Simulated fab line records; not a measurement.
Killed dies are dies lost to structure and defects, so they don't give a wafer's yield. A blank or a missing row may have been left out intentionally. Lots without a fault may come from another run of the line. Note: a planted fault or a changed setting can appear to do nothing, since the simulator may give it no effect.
Which tool is to blame? | flow sky130 | 45 wafers from 15 lots sampled at 6 of the route's 708 steps

WHAT THE GAUGES READ, wafer by wafer
SKY_SONOS_ONO_OVL_MEAS_14. Usual: SONOS_ONO_OVL 0.4 nm, standard deviation 1.5.
lot  | measured     | on         | SONOS_ONO_OVL (nm) | flag
L267 | day 13 08:51 | overlay-01 | 2.1 2.0 -1.5       | 
L269 | day 14 02:14 | overlay-02 | 0.4 1.1 -0.3       | 
L270 | day 14 06:36 | overlay-01 | -1.4 -0.3 -0.4     | 
L271 | day 14 23:21 | overlay-02 | 0.1 -2.2 0.1       | 
L272 | day 15 03:04 | overlay-01 | 3.0 1.0 2.5        | 
L274 | day 15 10:03 | overlay-01 | 2.3 2.2 2.3        | 
L275 | day 16 04:34 | overlay-01 | -0.9 -1.1 0.0      | 
L280 | day 17 17:16 | overlay-02 | -0.7 0.7 1.1       | 
L279 | day 17 17:50 | overlay-01 | 3.3 2.0 1.0        | 
L281 | day 17 18:22 | overlay-02 | 1.3 1.8 0.4        | 
L284 | day 18 22:54 | overlay-02 | -2.2 -2.6 -2.6     | 
L285 | day 19 03:36 | overlay-02 | 0.9 0.1 -0.7       | 
L286 | day 19 07:29 | overlay-02 | 0.3 -0.6 0.2       | 
L289 | day 20 10:45 | overlay-02 | 0.5 2.5 1.8        | 
L290 | day 21 06:15 | overlay-02 | 0.4 0.9 -0.6       | 

SKY_POLY_GATE_OVL_MEAS_14. Usual: POLY_GATE_OVL 1 nm, standard deviation 5.7.
lot  | measured     | on         | POLY_GATE_OVL (nm) | flag
L267 | day 17 05:50 | overlay-02 | -9 1 -7            | 
L269 | day 18 00:41 | overlay-02 | 1 0 2              | 
L270 | day 18 04:22 | overlay-01 | 10 5 -2            | 
L271 | day 18 23:55 | overlay-02 | -8 -14 -7          | 
L272 | day 19 06:01 | overlay-02 | -4 0 0             | 
L274 | day 19 11:26 | overlay-02 | 1 4 1              | 
L275 | day 20 10:23 | overlay-01 | 2 5 10             | 
L280 | day 21 20:15 | overlay-01 | 9 1 3              | 
L279 | day 22 00:05 | overlay-01 | -5 2 13            | 
L281 | day 22 00:45 | overlay-01 | -1 -3 3            | 
L284 | day 23 02:11 | overlay-01 | 3 3 -2             | 
L285 | day 23 07:03 | overlay-01 | -2 -2 3            | 
L286 | day 23 10:36 | overlay-01 | -5 -8 -4           | 
L289 | day 24 14:38 | overlay-02 | 3 5 0              | 
L290 | day 25 07:23 | overlay-02 | 5 6 3              | 

SKY_LDD_P_TW_MEAS_11. Usual: LDD_P_TW 632, standard deviation 6.5.
lot  | measured     | on           | LDD_P_TW    | flag
L267 | day 19 22:59 | filmMetro-01 | 612 617 617 | 
L269 | day 20 18:35 | filmMetro-01 | 621 620 620 | 
L270 | day 20 22:19 | filmMetro-03 | 637 640 640 | 
L271 | day 21 17:40 | filmMetro-02 | 632 631 630 | 
L272 | day 21 23:07 | filmMetro-02 | 631 630 630 | 
L274 | day 22 05:14 | filmMetro-02 | 629 632 631 | 
L275 | day 23 02:46 | filmMetro-02 | 629 630 628 | 
L280 | day 24 12:23 | filmMetro-02 | 634 634 627 | 
L279 | day 24 16:55 | filmMetro-02 | 630 630 630 | 
L281 | day 24 17:25 | filmMetro-02 | 634 632 631 | 
L284 | day 25 16:56 | filmMetro-02 | 30 30 30    | OFF
L285 | day 25 21:23 | filmMetro-02 | 30 30 30    | OFF
L286 | day 26 01:26 | filmMetro-02 | 30 30 30    | OFF
L289 | day 27 04:23 | filmMetro-03 | 640 638 635 | 
L290 | day 27 22:43 | filmMetro-02 | 630 631 631 | 

WHAT TOOL EACH LOT RAN ON (gives the tool, then ch and the chambers of the sampled wafers, and finally the start)
lot  | SKY_POLY_GATE_ETCH_17           | SKY_LDD_N_STRIP_16                  | SKY_LDD_P_STRIP_10
L267 | rieSi-01 ch 1,2,3, day 17 06:04 | plasmaAsher-03 ch 0,1, day 18 15:29 | plasmaAsher-02 ch 0,1, day 19 22:53
L269 | rieSi-01 ch 0,1,3, day 18 00:54 | plasmaAsher-02 ch 0,1, day 19 10:59 | plasmaAsher-03 ch 0,1, day 20 18:29
L270 | rieSi-02 ch 1,2, day 18 04:34   | plasmaAsher-02 ch 0,1, day 19 14:56 | plasmaAsher-02 ch 0,1, day 20 22:13
L271 | rieSi-01 ch 0,2, day 19 00:08   | plasmaAsher-04 ch 0,1, day 20 10:32 | plasmaAsher-02 ch 0,1, day 21 17:34
L272 | rieSi-01 ch 0,2,3, day 19 06:13 | plasmaAsher-03 ch 0,1, day 20 16:26 | plasmaAsher-03 ch 0,1, day 21 23:02
L274 | rieSi-02 ch 1,2,3, day 19 11:39 | plasmaAsher-03 ch 0,1, day 20 21:55 | plasmaAsher-01 ch 0,1, day 22 05:08
L275 | rieSi-01 ch 0,1,3, day 20 10:36 | plasmaAsher-02 ch 0,1, day 21 20:20 | plasmaAsher-02 ch 0,1, day 23 02:40
L280 | rieSi-02 ch 1,3, day 21 20:28   | plasmaAsher-04 ch 0,1, day 23 06:39 | plasmaAsher-02 ch 0,1, day 24 12:18
L279 | rieSi-01 ch 0,1,2, day 22 00:19 | plasmaAsher-04 ch 1, day 23 10:17   | plasmaAsher-03 ch 0, day 24 16:49
L281 | rieSi-02 ch 0,3, day 22 00:58   | plasmaAsher-02 ch 0,1, day 23 10:48 | plasmaAsher-02 ch 0,1, day 24 17:19
L284 | rieSi-01 ch 2,3, day 23 02:23   | plasmaAsher-03 ch 0,1, day 24 10:50 | plasmaAsher-03 ch 0,1, day 25 16:50
L285 | rieSi-02 ch 0,1,2, day 23 07:16 | plasmaAsher-02 ch 0,1, day 24 15:23 | plasmaAsher-02 ch 0,1, day 25 21:17
L286 | rieSi-01 ch 1,2,3, day 23 10:49 | plasmaAsher-03 ch 0,1, day 24 19:26 | plasmaAsher-02 ch 0,1, day 26 01:20
L289 | rieSi-02 ch 0,1, day 24 14:50   | plasmaAsher-04 ch 0,1, day 25 22:46 | plasmaAsher-01 ch 0,1, day 27 04:17
L290 | rieSi-01 ch 1,2,3, day 25 07:37 | plasmaAsher-02 ch 0,1, day 26 17:10 | plasmaAsher-03 ch 0,1, day 27 22:37
- SKY_POLY_GATE_ETCH_17: etches poly-Si in HBr/Cl2, stops on SiO2, target depth 180 nm, time 70.5 s.
- SKY_LDD_N_STRIP_16: strips in O2/N2.
- SKY_LDD_P_STRIP_10: strips in O2/N2.

AS READ BY THE TOOLS THEMSELVES (means over the sampled wafers that have a number; for cases with no such wafer, the mark the record gives instead)
SKY_POLY_GATE_ETCH_17. Usual: drypumpMotorCurrentA 5.8 A, standard deviation 0.46; oesProductAu 0.984 a.u., standard deviation 0.0072; rfFwdPowerW 396.8 W, standard deviation 1.4; throttleValvePct 33.683 %, standard deviation 0.0089.
lot  | tool     | drypumpMotorCurrentA (A) | oesProductAu (a.u.) | rfFwdPowerW (W) | throttleValvePct (%) | flag
L267 | rieSi-01 | 6.0                      | 0.989               | 397.0           | 33.681               | 
L269 | rieSi-01 | 5.9                      | 0.978               | 397.3           | 33.686               | 
L270 | rieSi-02 | 5.5                      | 0.983               | 397.1           | 33.681               | 
L271 | rieSi-01 | 6.1                      | 0.983               | 397.1           | 33.685               | 
L272 | rieSi-01 | 6.1                      | 0.985               | 396.7           | 33.680               | 
L274 | rieSi-02 | 5.6                      | 0.991               | 396.6           | 33.685               | 
L275 | rieSi-01 | 5.9                      | 0.988               | 396.9           | 33.681               | 
L280 | rieSi-02 | 5.9                      | 0.985               | 396.5           | 33.690               | 
L279 | rieSi-01 | 5.8                      | 0.973               | 398.8           | 33.677               | 
L281 | rieSi-02 | 5.8                      | 0.981               | 394.9           | 33.688               | 
L284 | rieSi-01 | 6.3                      | 0.985               | 397.0           | 33.690               | 
L285 | rieSi-02 | 5.4                      | 0.985               | 396.4           | 33.687               | 
L286 | rieSi-01 | 6.0                      | 0.983               | 397.4           | 33.681               | 
L289 | rieSi-02 | 5.7                      | 0.987               | 395.8           | 33.679               | 
L290 | rieSi-01 | 6.0                      | 0.993               | 396.6           | 33.691               | 

SKY_LDD_N_STRIP_16. Usual: chamberPressureMTorr 1500 mTorr, standard deviation 3.3; drypumpMotorCurrentA 5.8 A, standard deviation 0.48; oesProductAu 0.406 a.u., standard deviation 0.0047; stripTimeToEndpointS 4.317 s, standard deviation 0.012.
lot  | tool           | chamberPressureMTorr (mTorr) | drypumpMotorCurrentA (A) | oesProductAu (a.u.) | stripTimeToEndpointS (s) | flag
L267 | plasmaAsher-03 | 1500                         | 6.0                      | 0.407               | 4.317                    | 
L269 | plasmaAsher-02 | 1501                         | 5.2                      | 0.406               | 4.331                    | 
L270 | plasmaAsher-02 | 1501                         | 5.2                      | 0.406               | 4.312                    | 
L271 | plasmaAsher-04 | 1500                         | 6.2                      | 0.403               | 4.316                    | 
L272 | plasmaAsher-03 | 1498                         | 6.1                      | 0.401               | 4.325                    | 
L274 | plasmaAsher-03 | 1500                         | 6.1                      | 0.402               | 4.316                    | 
L275 | plasmaAsher-02 | 1501                         | 5.2                      | 0.406               | 4.311                    | 
L280 | plasmaAsher-04 | 1499                         | 6.1                      | 0.406               | 4.316                    | 
L279 | plasmaAsher-04 | 1500                         | 6.1                      | 0.404               | 4.311                    | 
L281 | plasmaAsher-02 | 1501                         | 5.2                      | 0.406               | 4.332                    | 
L284 | plasmaAsher-03 | -                            | -                        | -                   | -                        | OFF
L285 | plasmaAsher-02 | -                            | -                        | -                   | -                        | OFF
L286 | plasmaAsher-03 | -                            | -                        | -                   | -                        | OFF
L289 | plasmaAsher-04 | 1499                         | 6.2                      | 0.407               | 4.315                    | 
L290 | plasmaAsher-02 | 1499                         | 5.2                      | 0.405               | 4.294                    | 

SKY_LDD_P_STRIP_10. Usual: chamberPressureMTorr 1500.0 mTorr, standard deviation 1.3; drypumpMotorCurrentA 5.6 A, standard deviation 0.46; oesProductAu 0.715 a.u., standard deviation 0.0044; stripTimeToEndpointS 14.17 s, standard deviation 0.044.
lot  | tool           | chamberPressureMTorr (mTorr) | drypumpMotorCurrentA (A) | oesProductAu (a.u.) | stripTimeToEndpointS (s) | flag
L267 | plasmaAsher-02 | 1499.8                       | 5.2                      | 0.719               | 14.13                    | 
L269 | plasmaAsher-03 | 1500.1                       | 6.1                      | 0.714               | 14.19                    | 
L270 | plasmaAsher-02 | 1499.9                       | 5.2                      | 0.714               | 14.17                    | 
L271 | plasmaAsher-02 | 1500.3                       | 5.2                      | 0.712               | 14.12                    | 
L272 | plasmaAsher-03 | 1500.5                       | 6.0                      | 0.716               | 14.12                    | 
L274 | plasmaAsher-01 | 1500.1                       | 6.0                      | 0.715               | 14.15                    | 
L275 | plasmaAsher-02 | 1500.4                       | 5.2                      | 0.716               | 14.13                    | 
L280 | plasmaAsher-02 | 1499.8                       | 5.2                      | 0.709               | 14.17                    | 
L279 | plasmaAsher-03 | 1500.1                       | 6.1                      | 0.717               | 14.26                    | 
L281 | plasmaAsher-02 | 1499.2                       | 5.2                      | 0.714               | 14.19                    | 
L284 | plasmaAsher-03 | 1500.3                       | 6.1                      | 0.718               | 18.70                    | OFF
L285 | plasmaAsher-02 | 1499.3                       | 5.2                      | 0.711               | 18.73                    | OFF
L286 | plasmaAsher-02 | 1500.0                       | 5.2                      | 0.719               | 18.73                    | OFF
L289 | plasmaAsher-01 | 1498.9                       | 5.6                      | 0.712               | 14.17                    | 
L290 | plasmaAsher-03 | 1500.8                       | 6.1                      | 0.715               | 14.22                    | 

THE ANSWER, worked out from the rows above alone
Rule: take the mean of a lot's wafers that have a number; if it is more than 3 standard deviations from the usual mean, the lot is off. Also off: a lot with no number at a reading for which 4 or more lots have one. Any other lot the step has rows for is counted as sound. The gauges are gone through in route order, then the tools' own readings, and for those a lot's mean is taken as printed above. The first step at which some lot is off is used, and at that step the reading that is off furthest; a lot without a number counts as furthest.
Off: L284, L285, L286, at SKY_LDD_P_TW_MEAS_11 (LDD_P_TW).
A tool fits if, at a process step before that reading, it ran every lot that is off, and no sound lot after the first of them. Not tried: the gauges at SKY_LDD_P_TW_MEAS_11; whatever is off there is also off at SKY_LDD_N_STRIP_16, on other tools, and gauge error can't account for it. None of those tried fits.

WHAT THE SIMULATOR HAD PUT IN
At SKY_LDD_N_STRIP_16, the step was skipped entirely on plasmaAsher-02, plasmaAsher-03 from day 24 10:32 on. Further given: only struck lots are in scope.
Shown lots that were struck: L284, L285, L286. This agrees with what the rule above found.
